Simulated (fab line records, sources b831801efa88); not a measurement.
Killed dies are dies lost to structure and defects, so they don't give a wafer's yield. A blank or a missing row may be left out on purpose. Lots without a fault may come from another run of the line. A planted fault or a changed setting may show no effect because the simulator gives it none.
fab line records | flow sky130
record lots=6 wafers=18 last_day=50
route steps=708 shown VIA1@461 PAD_OPEN@708
lots that met no fault: from a run of the same line without faults
start_h: hours from the record's first day to the start of the lot's first wafer shown | wait_h: hours since the lot's step before | " the same as in the row above | L1.1+2: a row that stands for several wafers | - no value, or no start given | * or withheld: withheld | < > ~ a bound
route shown NAME@n: a module of which the file shows steps, and the number in the route of the first | usual: mean/standard deviation of fault-free wafers | same: alike in all rows | chamber/n: place in a boat | sites: the reading at each site | _std_site: their standard deviation | _edge_site: outer sites' mean less inner sites' | radius_mm: how far each site lies from the wafer's centre | mask NAME#n: copy n | behind: the tool/chamber that last shaped the wafer | hold: why the lot was held/for how many hours/how that ended | device: the transistor (n, p or np) that didn't switch | end of line: the same wafers' tests at the end of the route | a step without rows: its recipe alone | killed: dies lost to structure and defects at the first sort, not the wafer's yield | map: a wafer's dies, x killed, . not, _ none there
set.NAME: the setting as run; set.NAME@STEP: as run at that earlier step | model.NAME: the simulator's own value behind a step, which no gauge read
lots at some steps of the route; a table a step, a row a wafer
services: from which hour (start_h, from the record's first day; less than 0 if before it) a tool's chamber was out of use, for how many hours, and why
## steps
# step SKY_VIA1_BOW_MEAS_03
# recipe mode=bow
# usual VIA1_BOW=80/7.1
# columns lot.wafer tool chamber start_h wait_h VIA1_BOW[um]
L370.1 film_metro-03 - 805.76 0.2 83
L370.2 " - " " 77
L370.6 " - " " 76
L375.1 film_metro-01 - 843.29 0.1 73
L375.2 " - " " 87
L375.3 " - " " 75
L377.1 film_metro-03 - 858.72 0.1 88
L377.3 " - " " 75
L377.6 " - " " 69
L378.3 film_metro-03 - 864.24 0.1 70
L378.4 " - " " 74
L378.5 " - " " 76
L381.2 film_metro-01 - 887.60 0.1 64
L381.3 " - " " 67
L381.4 " - " " 92
L386.1 film_metro-04 - 919.33 0.1 83
L386.3 " - " " 92
L386.4 " - " " 90
# step SKY_VIA1_DEHYDRATE_04
# recipe temp_c=200 time_s=60
# step SKY_VIA1_HMDS_05
# recipe prime_time_s=60 prime_temp_c=120
# step SKY_VIA1_COAT_06
# recipe resist=BARC temp_c=withheld time_s=withheld spin_rpm=3000 resist_thk_nm=60
# step SKY_VIA1_COAT_07
# recipe resist=KrF-thick spin_rpm=3000 resist_thk_nm=450
# step SKY_VIA1_SOFTBAKE_08
# recipe temp_c=100 time_s=90 resist=KrF-thick
# step SKY_VIA1_EXPOSE_09
# recipe mask_id=VIM na=0.8 source_shape=annular sigma_inner=0.55 sigma_outer=0.85 target_cd_nm=150 dose_mj=38
# step SKY_VIA1_PEB_10
# recipe peb_temp_c=withheld peb_time_s=withheld resist=KrF-thick
# step SKY_VIA1_DEVELOP_11
# recipe develop_time_s=60 resist=KrF-thick dev_temp_c=21
# step SKY_VIA1_CD_MEAS_12
# recipe target_cd_nm=150
# usual cd_nm=150.1/1.5
# columns lot.wafer tool chamber start_h wait_h cd_nm
L370.1 cd_sem-02 - 832.30 - 149.9
L370.2 " - " " 148.9
L370.6 " - " " 149.3
L375.1 cd_sem-02 - 868.52 - 151.2
L375.2 " - " " 151.1
L375.3 " - " " 149.7
L377.1 cd_sem-01 - 884.57 - 150.6
L377.3 " - " " 150.0
L377.6 " - " " 149.9
L378.3 cd_sem-01 - 889.96 - 152.0
L378.4 " - " " 152.2
L378.5 " - " " 150.6
L381.2 cd_sem-02 - 913.00 - 150.2
L381.3 " - " " 150.6
L381.4 " - " " 150.7
L386.1 cd_sem-02 - 944.02 - 152.2
L386.3 " - " " 151.9
L386.4 " - " " 151.0
# step SKY_VIA1_OVL_MEAS_13
# usual VIA1_OVL=-6/5.6
# columns lot.wafer tool chamber start_h wait_h VIA1_OVL[nm]
L370.1 overlay-02 - 832.42 0.1 -13
L370.2 " - " " 7
L370.6 " - " " 4
L375.1 overlay-01 - 868.64 0.1 -4
L375.2 " - " " 3
L375.3 " - " " -5
L377.1 overlay-02 - 884.69 0.1 -2
L377.3 " - " " 2
L377.6 " - " " -4
L378.3 overlay-02 - 890.06 0.1 -7
L378.4 " - " " -8
L378.5 " - " " -8
L381.2 overlay-01 - 913.11 0.1 -8
L381.3 " - " " -4
L381.4 " - " " -6
L386.1 overlay-02 - 944.14 0.1 -9
L386.3 " - " " -17
L386.4 " - " " -15
# step SKY_VIA1_ETCH_14
# recipe chemistry=N2/H2 target=BARC ion_energy_ev=200 source_w=500 bias_w=100 pressure_mtorr=30 n2_flow_sccm=100 h2_flow_sccm=200 stop_on=SiO2 time_s=45.9 target_depth_a=600
# usual drypump_motor_current_A=5.8/0.37 oes_product_au=0.855/0.0044 run_length_s=74.2/0.52 throttle_valve_pct=13.225/0.0089
# columns lot.wafer tool chamber start_h wait_h drypump_motor_current_A oes_product_au rf_hours_counter_h run_length_s throttle_valve_pct
L370.1 rie_diel-04 1 832.46 0.0 5.9 0.859 2 73.9 13.225
L370.2 " 2 " " 5.9 0.858 25 74.3 13.241
L370.6 " 1 " " 5.9 0.853 - 74.0 13.223
L375.1 rie_diel-03 3 868.68 0.0 5.7 0.854 11 74.6 13.232
L375.2 " 2 " " 5.4 0.849 19 73.9 13.225
L375.3 " 0 " " 6.1 0.854 13 73.9 13.231
L377.1 rie_diel-04 1 884.73 0.0 5.9 0.857 3 74.0 13.208
L377.3 " 3 " " 6.4 0.849 7 73.7 13.228
L377.6 " 1 " " 5.9 0.854 - 73.8 13.237
L378.3 rie_diel-02 0 890.08 0.0 5.7 0.860 5 74.4 13.212
L378.4 " 3 " " 5.4 0.855 10 73.7 13.222
L378.5 " 2 " " 5.5 0.860 - 74.8 13.222
L381.2 rie_diel-04 1 913.14 0.0 5.9 0.852 4 74.6 13.222
L381.3 " 0 " " 5.1 0.861 6 75.2 13.224
L381.4 " 2 " " 5.9 0.852 1 74.7 13.228
L386.1 rie_diel-02 2 944.18 0.0 5.5 0.850 17 74.2 13.226
L386.3 " 3 " " 5.4 0.852 12 73.8 13.230
L386.4 " 1 " " 6.0 0.852 15 74.0 13.227
# step SKY_VIA1_ETCH_15
# recipe target=SiO2 chemistry=C4F8/O2/Ar target_depth_nm=351 stop_on=TiN mask_material=KrF-thick source_w=1500 bias_w=1200 pressure_mtorr=40 c4f8_flow_sccm=withheld O2_flow_sccm=6 Ar_flow_sccm=300 time_s=54
# usual oes_product_au=0.980/0.0065 run_length_s=82.4/0.49
# columns lot.wafer tool chamber start_h wait_h oes_product_au rf_hours_counter_h run_length_s model.KrF-thick_of_VIA1_COAT_07.thk_nm model.TiN_of_METAL1_SPUTTER_04.thk_nm
L370.1 rie_diel-04 1 832.50 0.0 0.983 2 81.8 324.3 69.04
L370.2 " 2 " " 0.980 25 82.6 322.1 69.76
L370.6 " 1 " " 0.985 - 82.1 324.2 69.22
L375.1 rie_diel-03 3 868.72 0.0 0.969 11 82.1 323.1 68.89
L375.2 " 2 " " 0.973 19 82.4 322.5 69.96
L375.3 " 0 " " 0.975 13 81.7 325 68.92
L377.1 rie_diel-04 1 884.77 0.0 0.950 3 86.0 316.1 68.89
L377.3 " 3 " " 0.953 7 85.7 319.6 68.89
L377.6 " 1 " " 0.940 - 86.1 317.8 69.51
L378.3 rie_diel-02 0 890.12 0.0 0.974 5 82.7 319.5 70.31
L378.4 " 3 " " 0.967 10 82.4 326.1 70.12
L378.5 " 2 " " 0.968 - 82.3 325.7 70.5
L381.2 rie_diel-04 1 913.18 0.0 0.960 4 86.5 318.4 67.3
L381.3 " 0 " " 0.937 6 86.9 315.3 68.98
L381.4 " 2 " " 0.948 1 86.2 313.7 68.11
L386.1 rie_diel-02 2 944.22 0.0 0.981 17 82.5 324.1 69.74
L386.3 " 3 " " 0.969 12 81.8 325.7 69.86
L386.4 " 1 " " 0.984 15 82.6 323 69.77
# step SKY_VIA1_STRIP_16
# recipe chemistry=O2/N2 power_w=1400 pressure_mtorr=1500 platen_temp_c=withheld o2_flow_sccm=3000 n2_flow_sccm=300 overash_fraction=0.5
# usual drypump_motor_current_A=5.7/0.34 oes_product_au=0.417/0.0045 strip_time_to_endpoint_s=4.466/0.026
# columns lot.wafer tool chamber start_h wait_h drypump_motor_current_A oes_product_au rf_hours_counter_h strip_time_to_endpoint_s
L370.1 plasma_asher-03 1 832.55 0.0 5.3 0.420 67 4.481
L370.2 " 0 " " 5.9 0.415 67 4.454
L370.6 " 1 " " 5.3 0.419 - 4.478
L375.1 plasma_asher-03 1 868.77 0.0 5.3 0.415 70 4.457
L375.2 " 0 " " 5.9 0.410 70 4.461
L375.3 " 1 " " 5.3 0.411 - 4.479
L377.1 plasma_asher-03 0 884.82 0.0 5.9 0.417 72 4.399
L377.3 " 0 " " 5.9 0.408 - 4.415
L377.6 " 0 " " 5.9 0.413 - 4.417
L378.3 plasma_asher-03 0 890.20 0.1 5.9 0.415 - 4.419
L378.4 " 1 " " 5.3 0.413 - 4.500
L378.5 " 1 " " 5.3 0.425 - 4.506
L381.2 plasma_asher-01 0 913.23 0.0 5.5 0.417 112 4.419
L381.3 " 0 " " 5.4 0.407 - 4.386
L381.4 " 1 " " 6.2 0.414 - 4.360
L386.1 plasma_asher-01 0 944.27 0.0 5.4 0.422 114 4.478
L386.3 " 1 " " 6.2 0.419 - 4.490
L386.4 " 0 " " 5.4 0.405 - 4.465
# step SKY_VIA1_STRIP_17
# recipe chemistry=post_etch_residue_remover time_s=1200 temp_c=72.5
# step SKY_PAD_OPEN_PROBE_99
# usual defect_limited_yield=82.8/1.8 killed_at_M0_to_M3=43/6.3 killed_at_M4_up=3.1/1.9 killed_at_contacts=24/5.1 killed_at_front_end=14/4.3 killed_at_other=0.3/0.53 killed_dies=85/8.8 killed_open=46/7.1 killed_short=38/5.9 sort_bin_3_pad_short=0.8/0.41 sort_bin_5_function=10.4/1.5 sort_bin_6_memory=6.1/1.1 sort_n_pass=407/8.8 sort_yield_pct=82.8/1.8
# same gross_dies=492 killed_at_back_side=0 sort_bin_4_leakage[%]=0 sort_bin_8_speed[%]=0
# columns lot.wafer tool chamber start_h wait_h defect_limited_yield[%] killed_at_M0_to_M3 killed_at_M4_up killed_at_contacts killed_at_front_end killed_at_other killed_dies killed_open killed_short sort_bin_3_pad_short[%] sort_bin_5_function[%] sort_bin_6_memory[%] sort_n_pass sort_yield_pct[%]
L370.1 prober-02 - 1105.56 0.1 83.9 43 0 19 17 0 79 38 41 0.8 11.0 4.3 413 83.9
L370.2 prober-02 - 1105.61 0.1 81.7 37 4 31 17 1 90 49 41 0.8 10.0 7.5 402 81.7
L370.6 prober-02 - 1105.81 0.2 83.7 49 1 21 9 0 80 44 36 0.8 8.1 7.3 412 83.7
L375.1 prober-01 - 1132.57 0.1 85.0 34 2 28 10 0 74 35 39 0.4 9.8 4.9 418 85.0
L375.2 prober-01 - 1132.62 0.1 84.6 38 0 23 14 1 76 37 39 0.6 10.0 4.9 416 84.6
L375.3 prober-01 - 1132.67 0.2 80.7 47 5 31 12 0 95 55 40 0.4 12.0 6.9 397 80.7
L377.1 prober-01 - 1145.45 0.1 83.3 38 4 27 13 0 82 51 31 1.2 10.6 4.9 410 83.3
L377.3 prober-01 - 1145.55 0.2 83.5 46 2 23 10 0 81 40 41 1.0 9.3 6.1 411 83.5
L377.6 prober-01 - 1145.70 0.2 80.7 54 3 29 9 0 95 50 45 0.8 11.0 7.5 397 80.7
L378.3 prober-02 - 1148.48 0.2 85.8 38 0 24 8 0 70 37 32 0.2 8.9 5.1 422 85.8
L378.4 prober-02 - 1148.53 0.2 83.3 37 4 31 10 0 82 44 38 0.6 9.8 6.3 410 83.3
L378.5 prober-02 - 1148.58 0.2 81.7 40 4 25 20 1 90 49 41 1.4 11.4 5.5 402 81.7
L381.2 prober-01 - 1167.22 0.1 83.7 44 2 21 13 0 80 42 38 0.4 10.0 5.9 412 83.7
L381.3 prober-01 - 1167.27 0.2 82.9 48 1 23 11 1 84 52 32 0.4 10.8 5.9 408 82.9
L381.4 prober-01 - 1167.32 0.2 82.3 50 3 25 9 0 87 48 39 0.6 11.8 5.3 405 82.3
L386.1 prober-02 - 1187.90 0.1 81.9 41 4 31 13 0 89 40 49 1.0 11.2 5.9 403 81.9
L386.3 prober-02 - 1188.00 0.2 80.9 52 2 30 10 0 94 47 46 1.4 8.7 8.9 398 80.9
L386.4 prober-02 - 1188.05 0.2 81.9 50 3 21 14 1 89 54 34 0.6 11.2 6.3 403 81.9
# killed by level:class
L370.1 METAL1:geometric_particle:short=10 FIELD_ISO:geometric_particle:short=6 VIA1:geometric_particle:open=6 VIA3:geometric_particle:open=6 LI_CONTACT:geometric_particle:open=5 CONTACT:geometric_particle:open=5 FIELD_ISO:geometric_particle:open=4 VIA3:geometric_particle:short=4
L370.2 CONTACT:geometric_particle:open=12 LI_CONTACT:geometric_particle:open=8 POLY_GATE:geometric_particle:open=7 CONTACT:geometric_particle:short=7 VIA1:geometric_particle:short=6 VIA1:geometric_particle:open=6 FIELD_ISO:geometric_particle:short=4 METAL3:geometric_particle:short=4
L370.6 VIA1:geometric_particle:open=11 VIA3:geometric_particle:open=9 VIA2:geometric_particle:open=7 LI_CONTACT:geometric_particle:short=6 METAL1:geometric_particle:short=6 LI_CONTACT:geometric_particle:open=5 CONTACT:geometric_particle:open=5 LOCAL_INTERCONNECT:geometric_particle:short=3
L375.1 CONTACT:geometric_particle:open=8 CONTACT:geometric_particle:short=7 VIA1:geometric_particle:short=7 VIA3:geometric_particle:open=7 METAL1:geometric_particle:short=6 LI_CONTACT:geometric_particle:open=5 LOCAL_INTERCONNECT:geometric_particle:short=4 LI_CONTACT:geometric_particle:short=3
L375.2 VIA1:geometric_particle:open=8 LI_CONTACT:geometric_particle:open=7 CONTACT:geometric_particle:short=7 VIA3:geometric_particle:open=7 VIA1:geometric_particle:short=6 FIELD_ISO:geometric_particle:short=5 CONTACT:geometric_particle:open=5 METAL3:geometric_particle:short=5
L375.3 CONTACT:geometric_particle:open=14 METAL2:geometric_particle:short=11 VIA1:geometric_particle:open=8 VIA3:geometric_particle:open=8 VIA2:geometric_particle:open=6 CONTACT:geometric_particle:short=6 LI_CONTACT:geometric_particle:open=5 METAL1:geometric_particle:short=5
L377.1 CONTACT:geometric_particle:open=11 VIA2:geometric_particle:open=9 VIA1:geometric_particle:open=8 LI_CONTACT:geometric_particle:open=5 CONTACT:geometric_particle:short=5 POLY_GATE:geometric_particle:short=4 LOCAL_INTERCONNECT:geometric_particle:open=4 METAL1:geometric_particle:short=4
L377.3 VIA1:geometric_particle:open=13 VIA1:geometric_particle:short=8 LI_CONTACT:geometric_particle:open=6 LOCAL_INTERCONNECT:geometric_particle:short=6 CONTACT:geometric_particle:short=5 METAL1:geometric_particle:short=5 VIA2:geometric_particle:open=5 CONTACT:geometric_particle:open=4
L377.6 VIA1:geometric_particle:open=12 LI_CONTACT:geometric_particle:open=10 CONTACT:geometric_particle:open=10 METAL2:geometric_particle:short=8 METAL1:geometric_particle:short=7 VIA1:geometric_particle:short=6 VIA2:geometric_particle:open=6 CONTACT:geometric_particle:short=5
L378.3 VIA1:geometric_particle:open=11 CONTACT:geometric_particle:open=10 LI_CONTACT:geometric_particle:open=5 METAL2:geometric_particle:short=5 VIA3:geometric_particle:open=5 CONTACT:geometric_particle:short=4 METAL1:geometric_particle:short=4 VIA2:geometric_particle:open=4
L378.4 CONTACT:geometric_particle:open=13 METAL2:geometric_particle:short=8 CONTACT:geometric_particle:short=7 VIA2:geometric_particle:open=7 LI_CONTACT:geometric_particle:open=6 VIA1:geometric_particle:open=5 METAL4:geometric_particle:short=4 POLY_GATE:geometric_particle:open=3
L378.5 VIA1:geometric_particle:open=11 CONTACT:geometric_particle:open=9 FIELD_ISO:geometric_particle:open=7 POLY_GATE:geometric_particle:short=6 LOCAL_INTERCONNECT:geometric_particle:short=6 CONTACT:geometric_particle:short=5 LI_CONTACT:geometric_particle:open=5 METAL1:geometric_particle:open=4
L381.2 METAL1:geometric_particle:short=7 FIELD_ISO:geometric_particle:open=6 CONTACT:geometric_particle:open=6 VIA1:geometric_particle:open=6 VIA2:geometric_particle:open=6 VIA3:geometric_particle:short=5 METAL2:geometric_particle:short=4 LI_CONTACT:geometric_particle:open=4
L381.3 LI_CONTACT:geometric_particle:open=10 VIA2:geometric_particle:open=10 CONTACT:geometric_particle:open=8 VIA1:geometric_particle:open=8 METAL1:geometric_particle:short=6 VIA3:geometric_particle:open=5 METAL2:geometric_particle:short=4 VIA2:geometric_particle:short=4
L381.4 VIA1:geometric_particle:open=12 LI_CONTACT:geometric_particle:open=10 CONTACT:geometric_particle:open=10 METAL1:geometric_particle:short=7 VIA3:geometric_particle:short=6 VIA2:geometric_particle:open=5 FIELD_ISO:geometric_particle:open=4 VIA1:geometric_particle:short=4
L386.1 CONTACT:geometric_particle:open=12 METAL1:geometric_particle:short=9 CONTACT:geometric_particle:short=7 LI_CONTACT:geometric_particle:open=6 VIA3:geometric_particle:short=5 POLY_GATE:geometric_particle:short=4 LOCAL_INTERCONNECT:geometric_particle:short=4 VIA1:geometric_particle:short=4
L386.3 CONTACT:geometric_particle:open=10 METAL1:geometric_particle:short=10 VIA1:geometric_particle:open=10 LI_CONTACT:geometric_particle:open=7 METAL2:geometric_particle:short=6 VIA3:geometric_particle:open=6 LI_CONTACT:geometric_particle:short=5 LOCAL_INTERCONNECT:geometric_particle:short=5
L386.4 CONTACT:geometric_particle:open=9 METAL2:geometric_particle:short=9 VIA2:geometric_particle:open=8 VIA3:geometric_particle:open=8 LI_CONTACT:geometric_particle:open=7 VIA1:geometric_particle:open=7 FIELD_ISO:geometric_particle:open=6 VIA2:geometric_particle:short=5
## services
# columns tool chamber start_h hours kind
rie_diel-04 2 842.39 7.5 repair
rie_diel-04 2 854.87 1.9 repair
rie_diel-04 2 856.77 - clean
rie_diel-04 2 856.77 25.1 scheduled_down
rie_diel-04 2 856.77 25.1 vent_cycle
rie_diel-04 1 861.82 5.2 repair
rie_diel-03 1 862.36 25.6 repair
plasma_asher-01 - 869.31 4.2 repair
plasma_asher-03 - 877.48 1.0 repair
rie_diel-04 0 880.77 4.7 repair
rie_diel-03 - 881.04 0.2 repair
rie_diel-04 3 898.14 1.9 repair
plasma_asher-03 - 907.12 14.6 pm
rie_diel-02 1 907.24 4.4 repair
rie_diel-03 3 907.79 4.5 repair
plasma_asher-01 - 917.81 11.4 repair
plasma_asher-03 - 922.11 4.3 repair
rie_diel-03 0 923.08 4.2 repair
## key
first_sign step=SKY_VIA1_ETCH_15 reading=run_length_s direction=up sigmas=7.9 usual=* struck=*
effect step=SKY_VIA1_ETCH_15 reading=oes_product_au direction=down sigmas=5 usual=0.980 struck=0.948
effect step=SKY_VIA1_STRIP_16 reading=strip_time_to_endpoint_s direction=down sigmas=2.6 usual=* struck=*
model_effect step=SKY_VIA1_ETCH_15 value=KrF-thick_of_VIA1_COAT_07.thk_nm without=321.9 struck=316.8
met_at SKY_VIA1_ETCH_15
struck_wafers L377.1,L377.3,L377.6,L381.2,L381.3,L381.4
onset_between 832.50 884.77
fault kind=process_parameter_drift tool=rie_diel-04 chamber=- onset_h=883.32 steps=SKY_VIA1_ETCH_15 channel=time_s offset=* shape=step end_h=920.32 acts_in=* stated=*
